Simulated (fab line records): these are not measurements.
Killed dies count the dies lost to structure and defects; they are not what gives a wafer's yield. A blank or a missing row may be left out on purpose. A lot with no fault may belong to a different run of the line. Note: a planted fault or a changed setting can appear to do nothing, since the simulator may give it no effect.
Which tool did it? || flow sky130 || 45 wafers from 15 lots sampled at 5 of the route's 708 steps

## WHAT THE GAUGES READ, wafer by wafer
SKY_NWELL_RS_MEAS_29: measures by four-point-probe.
{"lot": "L100", "measured": "day 5 04:47", "on": "film metro-03", "NWELL_RS (ohm/sq)": "625.8 622.7 622.9"}
{"lot": "L101", "measured": "day 5 06:45", "on": "film metro-03", "NWELL_RS (ohm/sq)": "625.6 622.4 626.2"}
{"lot": "L102", "measured": "day 5 19:25", "on": "film metro-03", "NWELL_RS (ohm/sq)": "622.8 625.0 624.2"}
{"lot": "L105", "measured": "day 6 23:48", "on": "film metro-04", "NWELL_RS (ohm/sq)": "624.8 624.6 623.9"}
{"lot": "L109", "measured": "day 7 14:09", "on": "film metro-03", "NWELL_RS (ohm/sq)": "636.5 638.7 637.8"}
{"lot": "L110", "measured": "day 7 21:38", "on": "film metro-04", "NWELL_RS (ohm/sq)": "626.0 624.0 625.2"}
{"lot": "L111", "measured": "day 8 03:38", "on": "film metro-04", "NWELL_RS (ohm/sq)": "640.6 639.8 640.5"}
{"lot": "L112", "measured": "day 8 09:31", "on": "film metro-04", "NWELL_RS (ohm/sq)": "640.3 639.4 637.8"}
{"lot": "L113", "measured": "day 8 14:34", "on": "film metro-03", "NWELL_RS (ohm/sq)": "624.8 624.2 625.0"}
{"lot": "L114", "measured": "day 8 18:31", "on": "film metro-03", "NWELL_RS (ohm/sq)": "627.5 623.1 626.5"}
{"lot": "L115", "measured": "day 9 00:02", "on": "film metro-02", "NWELL_RS (ohm/sq)": "622.8 626.6 624.8"}
{"lot": "L116", "measured": "day 9 07:16", "on": "film metro-04", "NWELL_RS (ohm/sq)": "622.8 624.9 623.9"}
{"lot": "L117", "measured": "day 9 11:54", "on": "film metro-04", "NWELL_RS (ohm/sq)": "625.6 625.4 625.7"}
{"lot": "L120", "measured": "day 11 00:36", "on": "film metro-02", "NWELL_RS (ohm/sq)": "623.4 625.1 624.8"}
{"lot": "L123", "measured": "day 11 05:44", "on": "film metro-03", "NWELL_RS (ohm/sq)": "624.6 625.4 624.4"}

SKY_SONOS_ONO_THK_MEAS_03.
{"lot": "L100", "measured": "day 11 06:13", "on": "film metro-01", "SONOS_ONO_CVD_02_THK (nm)": "10.25 10.25 10.29"}
{"lot": "L101", "measured": "day 11 07:34", "on": "film metro-04", "SONOS_ONO_CVD_02_THK (nm)": "10.48 10.41 10.46"}
{"lot": "L102", "measured": "day 11 23:22", "on": "film metro-01", "SONOS_ONO_CVD_02_THK (nm)": "10.27 10.11 10.18"}
{"lot": "L105", "measured": "day 13 15:11", "on": "film metro-03", "SONOS_ONO_CVD_02_THK (nm)": "10.68 10.67 10.52"}
{"lot": "L109", "measured": "day 14 09:12", "on": "film metro-04", "SONOS_ONO_CVD_02_THK (nm)": "10.42 10.33 10.41"}
{"lot": "L110", "measured": "day 14 20:19", "on": "film metro-03", "SONOS_ONO_CVD_02_THK (nm)": "10.48 10.48 10.56"}
{"lot": "L111", "measured": "day 15 01:53", "on": "film metro-04", "SONOS_ONO_CVD_02_THK (nm)": "10.52 10.38 10.31"}
{"lot": "L112", "measured": "day 15 09:34", "on": "film metro-03", "SONOS_ONO_CVD_02_THK (nm)": "10.69 10.58 10.58"}
{"lot": "L113", "measured": "day 15 15:50", "on": "film metro-04", "SONOS_ONO_CVD_02_THK (nm)": "10.61 10.49 10.58"}
{"lot": "L114", "measured": "day 16 00:21", "on": "film metro-01", "SONOS_ONO_CVD_02_THK (nm)": "10.57 10.54 10.60"}
{"lot": "L115", "measured": "day 16 02:05", "on": "film metro-03", "SONOS_ONO_CVD_02_THK (nm)": "10.50 10.48 10.51"}
{"lot": "L116", "measured": "day 16 16:25", "on": "film metro-01", "SONOS_ONO_CVD_02_THK (nm)": "10.79 10.72 10.89"}
{"lot": "L117", "measured": "day 16 23:10", "on": "film metro-01", "SONOS_ONO_CVD_02_THK (nm)": "10.31 10.39 10.28"}
{"lot": "L120", "measured": "day 19 00:52", "on": "film metro-03", "SONOS_ONO_CVD_02_THK (nm)": "10.66 10.64 10.47"}
{"lot": "L123", "measured": "day 19 05:09", "on": "film metro-01", "SONOS_ONO_CVD_02_THK (nm)": "10.48 10.38 10.44"}

## WHAT TOOL EACH LOT RAN ON (gives the tool, then ch and the chambers of the sampled wafers, and finally the start)
{"lot": "L100", "SKY_FIELD_ISO_STRIP_16": "plasma asher-03 ch 0,1, day 2 04:42", "SKY_DNWELL_STRIP_08": "plasma asher-02 ch 0,1, day 3 03:18", "SKY_NWELL_IMPLANT_12": "implanter-04 ch 0, day 4 10:53"}
{"lot": "L101", "SKY_FIELD_ISO_STRIP_16": "plasma asher-03 ch 0, day 2 09:08", "SKY_DNWELL_STRIP_08": "plasma asher-02 ch 0,1, day 3 05:42", "SKY_NWELL_IMPLANT_12": "implanter-03 ch 0, day 4 13:01"}
{"lot": "L102", "SKY_FIELD_ISO_STRIP_16": "plasma asher-03 ch 0,1, day 2 16:28", "SKY_DNWELL_STRIP_08": "plasma asher-01 ch 0,1, day 3 15:25", "SKY_NWELL_IMPLANT_12": "implanter-03 ch 0, day 5 00:12"}
{"lot": "L105", "SKY_FIELD_ISO_STRIP_16": "plasma asher-03 ch 0,1, day 3 06:28", "SKY_DNWELL_STRIP_08": "plasma asher-02 ch 0,1, day 4 15:06", "SKY_NWELL_IMPLANT_12": "implanter-02 ch 0, day 6 04:12"}
{"lot": "L109", "SKY_FIELD_ISO_STRIP_16": "plasma asher-03 ch 0, day 4 05:28", "SKY_DNWELL_STRIP_08": "plasma asher-04 ch 1, day 5 06:19", "SKY_NWELL_IMPLANT_12": "implanter-03 ch 0, day 6 18:11"}
{"lot": "L110", "SKY_FIELD_ISO_STRIP_16": "plasma asher-02 ch 0,1, day 4 11:46", "SKY_DNWELL_STRIP_08": "plasma asher-01 ch 0,1, day 5 11:22", "SKY_NWELL_IMPLANT_12": "implanter-02 ch 0, day 7 01:01"}
{"lot": "L111", "SKY_FIELD_ISO_STRIP_16": "plasma asher-03 ch 0,1, day 4 15:31", "SKY_DNWELL_STRIP_08": "plasma asher-02 ch 0,1, day 5 16:20", "SKY_NWELL_IMPLANT_12": "implanter-03 ch 0, day 7 06:20"}
{"lot": "L112", "SKY_FIELD_ISO_STRIP_16": "plasma asher-01 ch 0,1, day 4 19:01", "SKY_DNWELL_STRIP_08": "plasma asher-02 ch 0,1, day 5 22:19", "SKY_NWELL_IMPLANT_12": "implanter-03 ch 0, day 7 11:59"}
{"lot": "L113", "SKY_FIELD_ISO_STRIP_16": "plasma asher-02 ch 0,1, day 5 02:25", "SKY_DNWELL_STRIP_08": "plasma asher-04 ch 0,1, day 6 04:02", "SKY_NWELL_IMPLANT_12": "implanter-02 ch 0, day 7 18:10"}
{"lot": "L114", "SKY_FIELD_ISO_STRIP_16": "plasma asher-01 ch 0,1, day 5 06:19", "SKY_DNWELL_STRIP_08": "plasma asher-01 ch 0,1, day 6 06:10", "SKY_NWELL_IMPLANT_12": "implanter-02 ch 0, day 7 21:17"}
{"lot": "L115", "SKY_FIELD_ISO_STRIP_16": "plasma asher-01 ch 0,1, day 5 10:56", "SKY_DNWELL_STRIP_08": "plasma asher-04 ch 0,1, day 6 10:22", "SKY_NWELL_IMPLANT_12": "implanter-04 ch 0, day 8 02:49"}
{"lot": "L116", "SKY_FIELD_ISO_STRIP_16": "plasma asher-01 ch 0,1, day 5 15:44", "SKY_DNWELL_STRIP_08": "plasma asher-02 ch 0,1, day 6 16:19", "SKY_NWELL_IMPLANT_12": "implanter-04 ch 0, day 8 09:21"}
{"lot": "L117", "SKY_FIELD_ISO_STRIP_16": "plasma asher-02 ch 0,1, day 5 21:41", "SKY_DNWELL_STRIP_08": "plasma asher-02 ch 0,1, day 6 23:04", "SKY_NWELL_IMPLANT_12": "implanter-04 ch 0, day 8 14:14"}
{"lot": "L120", "SKY_FIELD_ISO_STRIP_16": "plasma asher-01 ch 0,1, day 7 00:56", "SKY_DNWELL_STRIP_08": "plasma asher-02 ch 0,1, day 8 07:30", "SKY_NWELL_IMPLANT_12": "implanter-02 ch 0, day 10 01:24"}
{"lot": "L123", "SKY_FIELD_ISO_STRIP_16": "plasma asher-03 ch 1, day 7 07:16", "SKY_DNWELL_STRIP_08": "plasma asher-04 ch 0,1, day 8 12:51", "SKY_NWELL_IMPLANT_12": "implanter-02 ch 0, day 10 07:25"}
- SKY_FIELD_ISO_STRIP_16: strips in O2/N2.
- SKY_DNWELL_STRIP_08: strips in O2/N2.
- SKY_NWELL_IMPLANT_12

## WHAT THE TOOLS THEMSELVES READ (means of the sampled wafers that have a number; where no wafer has one, the mark that the record gives instead)
SKY_FIELD_ISO_STRIP_16.
{"lot": "L100", "tool": "plasma asher-03", "chamber pressure mTorr (mTorr)": 1499.9, "drypump motor current A (A)": 5.4, "n2 flow sccm (sccm)": 299.8, "o2 flow sccm (sccm)": 2995, "oes product au (a.u.)": 0.379, "strip time to endpoint s (s)": 3.60}
{"lot": "L101", "tool": "plasma asher-03", "chamber pressure mTorr (mTorr)": 1499.7, "drypump motor current A (A)": 6.1, "n2 flow sccm (sccm)": 301.3, "o2 flow sccm (sccm)": 2993, "oes product au (a.u.)": 0.377, "strip time to endpoint s (s)": 3.60}
{"lot": "L102", "tool": "plasma asher-03", "chamber pressure mTorr (mTorr)": 1500.5, "drypump motor current A (A)": 5.8, "n2 flow sccm (sccm)": 301.7, "o2 flow sccm (sccm)": 2992, "oes product au (a.u.)": 0.380, "strip time to endpoint s (s)": 3.56}
{"lot": "L105", "tool": "plasma asher-03", "chamber pressure mTorr (mTorr)": 1499.9, "drypump motor current A (A)": 5.4, "n2 flow sccm (sccm)": 300.2, "o2 flow sccm (sccm)": 2995, "oes product au (a.u.)": 0.383, "strip time to endpoint s (s)": 3.58}
{"lot": "L109", "tool": "plasma asher-03", "chamber pressure mTorr (mTorr)": 1499.1, "drypump motor current A (A)": 6.1, "n2 flow sccm (sccm)": 300.1, "o2 flow sccm (sccm)": 2994, "oes product au (a.u.)": 0.383, "strip time to endpoint s (s)": 3.55}
{"lot": "L110", "tool": "plasma asher-02", "chamber pressure mTorr (mTorr)": 1498.4, "drypump motor current A (A)": 5.7, "n2 flow sccm (sccm)": 300.5, "o2 flow sccm (sccm)": 3001, "oes product au (a.u.)": 0.376, "strip time to endpoint s (s)": 3.51}
{"lot": "L111", "tool": "plasma asher-03", "chamber pressure mTorr (mTorr)": 1499.1, "drypump motor current A (A)": 5.8, "n2 flow sccm (sccm)": 299.0, "o2 flow sccm (sccm)": 3006, "oes product au (a.u.)": 0.382, "strip time to endpoint s (s)": 3.56}
{"lot": "L112", "tool": "plasma asher-01", "chamber pressure mTorr (mTorr)": 1500.2, "drypump motor current A (A)": 5.2, "n2 flow sccm (sccm)": 299.4, "o2 flow sccm (sccm)": 3009, "oes product au (a.u.)": 0.380, "strip time to endpoint s (s)": 3.58}
{"lot": "L113", "tool": "plasma asher-02", "chamber pressure mTorr (mTorr)": 1500.0, "drypump motor current A (A)": 5.7, "n2 flow sccm (sccm)": 299.4, "o2 flow sccm (sccm)": 2998, "oes product au (a.u.)": 0.374, "strip time to endpoint s (s)": 3.63}
{"lot": "L114", "tool": "plasma asher-01", "chamber pressure mTorr (mTorr)": 1500.4, "drypump motor current A (A)": 5.5, "n2 flow sccm (sccm)": 299.7, "o2 flow sccm (sccm)": 2997, "oes product au (a.u.)": 0.380, "strip time to endpoint s (s)": 3.62}
{"lot": "L115", "tool": "plasma asher-01", "chamber pressure mTorr (mTorr)": 1499.9, "drypump motor current A (A)": 5.2, "n2 flow sccm (sccm)": 299.5, "o2 flow sccm (sccm)": 3005, "oes product au (a.u.)": 0.377, "strip time to endpoint s (s)": 3.49}
{"lot": "L116", "tool": "plasma asher-01", "chamber pressure mTorr (mTorr)": 1499.2, "drypump motor current A (A)": 5.5, "n2 flow sccm (sccm)": 300.0, "o2 flow sccm (sccm)": 3000, "oes product au (a.u.)": 0.375, "strip time to endpoint s (s)": 3.58}
{"lot": "L117", "tool": "plasma asher-02", "chamber pressure mTorr (mTorr)": 1500.3, "drypump motor current A (A)": 5.7, "n2 flow sccm (sccm)": 301.0, "o2 flow sccm (sccm)": 2999, "oes product au (a.u.)": 0.386, "strip time to endpoint s (s)": 3.56}
{"lot": "L120", "tool": "plasma asher-01", "chamber pressure mTorr (mTorr)": 1500.5, "drypump motor current A (A)": 5.2, "n2 flow sccm (sccm)": 300.1, "o2 flow sccm (sccm)": 2998, "oes product au (a.u.)": 0.376, "strip time to endpoint s (s)": 3.51}
{"lot": "L123", "tool": "plasma asher-03", "chamber pressure mTorr (mTorr)": 1499.4, "drypump motor current A (A)": 5.1, "n2 flow sccm (sccm)": 300.1, "o2 flow sccm (sccm)": 3008, "oes product au (a.u.)": 0.378, "strip time to endpoint s (s)": 3.52}

SKY_DNWELL_STRIP_08.
{"lot": "L100", "tool": "plasma asher-02", "chamber pressure mTorr (mTorr)": 1498.6, "drypump motor current A (A)": 5.7, "n2 flow sccm (sccm)": 299.5, "o2 flow sccm (sccm)": 3002, "oes product au (a.u.)": 0.722, "strip time to endpoint s (s)": 37.06}
{"lot": "L101", "tool": "plasma asher-02", "chamber pressure mTorr (mTorr)": 1499.3, "drypump motor current A (A)": 5.8, "n2 flow sccm (sccm)": 300.9, "o2 flow sccm (sccm)": 3007, "oes product au (a.u.)": 0.724, "strip time to endpoint s (s)": 37.02}
{"lot": "L102", "tool": "plasma asher-01", "chamber pressure mTorr (mTorr)": 1500.2, "drypump motor current A (A)": 5.2, "n2 flow sccm (sccm)": 300.4, "o2 flow sccm (sccm)": 3002, "oes product au (a.u.)": 0.722, "strip time to endpoint s (s)": 36.91}
{"lot": "L105", "tool": "plasma asher-02", "chamber pressure mTorr (mTorr)": 1500.2, "drypump motor current A (A)": 5.7, "n2 flow sccm (sccm)": 299.9, "o2 flow sccm (sccm)": 3007, "oes product au (a.u.)": 0.722, "strip time to endpoint s (s)": 37.00}
{"lot": "L109", "tool": "plasma asher-04", "chamber pressure mTorr (mTorr)": 1499.8, "drypump motor current A (A)": 5.4, "n2 flow sccm (sccm)": 301.6, "o2 flow sccm (sccm)": 3001, "oes product au (a.u.)": 0.723, "strip time to endpoint s (s)": 37.02}
{"lot": "L110", "tool": "plasma asher-01", "chamber pressure mTorr (mTorr)": 1499.1, "drypump motor current A (A)": 5.2, "n2 flow sccm (sccm)": 300.3, "o2 flow sccm (sccm)": 2994, "oes product au (a.u.)": 0.725, "strip time to endpoint s (s)": 37.10}
{"lot": "L111", "tool": "plasma asher-02", "chamber pressure mTorr (mTorr)": 1500.2, "drypump motor current A (A)": 5.8, "n2 flow sccm (sccm)": 300.3, "o2 flow sccm (sccm)": 3008, "oes product au (a.u.)": 0.724, "strip time to endpoint s (s)": 37.04}
{"lot": "L112", "tool": "plasma asher-02", "chamber pressure mTorr (mTorr)": 1499.5, "drypump motor current A (A)": 5.8, "n2 flow sccm (sccm)": 299.4, "o2 flow sccm (sccm)": 3007, "oes product au (a.u.)": 0.723, "strip time to endpoint s (s)": 36.97}
{"lot": "L113", "tool": "plasma asher-04", "chamber pressure mTorr (mTorr)": 1499.9, "drypump motor current A (A)": 6.2, "n2 flow sccm (sccm)": 298.8, "o2 flow sccm (sccm)": 2995, "oes product au (a.u.)": 0.725, "strip time to endpoint s (s)": 37.09}
{"lot": "L114", "tool": "plasma asher-01", "chamber pressure mTorr (mTorr)": 1499.9, "drypump motor current A (A)": 5.2, "n2 flow sccm (sccm)": 300.4, "o2 flow sccm (sccm)": 2996, "oes product au (a.u.)": 0.724, "strip time to endpoint s (s)": 37.00}
{"lot": "L115", "tool": "plasma asher-04", "chamber pressure mTorr (mTorr)": 1500.3, "drypump motor current A (A)": 6.2, "n2 flow sccm (sccm)": 300.8, "o2 flow sccm (sccm)": 2996, "oes product au (a.u.)": 0.717, "strip time to endpoint s (s)": 37.06}
{"lot": "L116", "tool": "plasma asher-02", "chamber pressure mTorr (mTorr)": 1499.7, "drypump motor current A (A)": 5.8, "n2 flow sccm (sccm)": 299.1, "o2 flow sccm (sccm)": 3001, "oes product au (a.u.)": 0.717, "strip time to endpoint s (s)": 37.15}
{"lot": "L117", "tool": "plasma asher-02", "chamber pressure mTorr (mTorr)": 1500.3, "drypump motor current A (A)": 5.7, "n2 flow sccm (sccm)": 300.3, "o2 flow sccm (sccm)": 2998, "oes product au (a.u.)": 0.726, "strip time to endpoint s (s)": 36.85}
{"lot": "L120", "tool": "plasma asher-02", "chamber pressure mTorr (mTorr)": 1500.1, "drypump motor current A (A)": 5.7, "n2 flow sccm (sccm)": 299.5, "o2 flow sccm (sccm)": 3000, "oes product au (a.u.)": 0.724, "strip time to endpoint s (s)": 36.84}
{"lot": "L123", "tool": "plasma asher-04", "chamber pressure mTorr (mTorr)": 1500.0, "drypump motor current A (A)": 6.2, "n2 flow sccm (sccm)": 301.0, "o2 flow sccm (sccm)": 2998, "oes product au (a.u.)": 0.721, "strip time to endpoint s (s)": 36.84}

SKY_NWELL_IMPLANT_12.
{"lot": "L100", "tool": "implanter-04", "beam energy keV": 120.01, "dose ions cm2": 1.3e+12, "faraday current uA": 7.31}
{"lot": "L101", "tool": "implanter-03", "beam energy keV": 119.95, "dose ions cm2": 1.3e+12, "faraday current uA": 7.26}
{"lot": "L102", "tool": "implanter-03", "beam energy keV": 119.99, "dose ions cm2": 1.3e+12, "faraday current uA": 7.41}
{"lot": "L105", "tool": "implanter-02", "beam energy keV": 119.95, "dose ions cm2": 1.3e+12, "faraday current uA": 7.43}
{"lot": "L109", "tool": "implanter-03", "beam energy keV": 119.99, "dose ions cm2": 8.2e+11, "faraday current uA": 4.53}
{"lot": "L110", "tool": "implanter-02", "beam energy keV": 120.00, "dose ions cm2": 1.3e+12, "faraday current uA": 7.47}
{"lot": "L111", "tool": "implanter-03", "beam energy keV": 120.08, "dose ions cm2": 8.2e+11, "faraday current uA": 4.62}
{"lot": "L112", "tool": "implanter-03", "beam energy keV": 120.00, "dose ions cm2": 8.2e+11, "faraday current uA": 4.69}
{"lot": "L113", "tool": "implanter-02", "beam energy keV": 120.00, "dose ions cm2": 1.3e+12, "faraday current uA": 7.43}
{"lot": "L114", "tool": "implanter-02", "beam energy keV": 119.98, "dose ions cm2": 1.3e+12, "faraday current uA": 7.36}
{"lot": "L115", "tool": "implanter-04", "beam energy keV": 120.00, "dose ions cm2": 1.3e+12, "faraday current uA": 7.19}
{"lot": "L116", "tool": "implanter-04", "beam energy keV": 120.04, "dose ions cm2": 1.3e+12, "faraday current uA": 7.29}
{"lot": "L117", "tool": "implanter-04", "beam energy keV": 119.99, "dose ions cm2": 1.3e+12, "faraday current uA": 7.34}
{"lot": "L120", "tool": "implanter-02", "beam energy keV": 119.99, "dose ions cm2": 1.3e+12, "faraday current uA": 7.41}
{"lot": "L123", "tool": "implanter-02", "beam energy keV": 119.96, "dose ions cm2": 1.3e+12, "faraday current uA": 7.51}

## THE ANSWER, worked out from the rows above alone
Rule: the usual values come from the lots themselves. The widest of any qualifying gaps counts: lots, ordered by their means at a reading, are off when they make up no more than a third of the lots, leave a main group of 4 or more, and stand apart from it by 3 or more times the standard deviation of that group's means. The tables above print the reading to a certain number of digits; a main group whose means all agree to those digits is not used. Also off: a lot with no number at a reading for which 4 or more lots have one. All remaining lots with rows at the step are treated as sound. Order of review: gauges by route order, followed by the tools' own readings, for which a lot's mean as printed above is used. At the first step where some lot is off, the reading lying furthest off is the one used; lots without a number count as furthest.
Off: at SKY_NWELL_RS_MEAS_29 (NWELL_RS), L109, L111, L112. For the main group the mean is 624.6 ohm/sq and the standard deviation 0.58.
If a tool, at a process step before that reading, ran all the lots that are off and no sound lot after the first of them, it fits. The gauges at SKY_NWELL_RS_MEAS_29 aren't tried: what is off there is off at SKY_NWELL_IMPLANT_12 too, on other tools, and a gauge's error can't cause that. One fits: implanter-03 at SKY_NWELL_IMPLANT_12. A fault onset in the window from L102 (day 5 00:12, its last sound lot) to L109 (day 6 18:11, its first lot off) fits.
The tool's own readings at SKY_NWELL_IMPLANT_12 bear it out: on the lots that are off they differ by more than 5 times the standard deviation of the sound lots' means. dose ions cm2 reads 8.2e+11 there against 1.3e+12 on the sound lots; faraday current uA reads 4.61 there against 7.37 on the sound lots.

## WHAT THE SIMULATOR HAD PUT IN
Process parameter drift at SKY_NWELL_IMPLANT_12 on implanter-03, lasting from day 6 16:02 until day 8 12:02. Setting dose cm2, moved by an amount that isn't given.
Lots struck among those shown: L109, L111, L112. Same finding as the rule above.
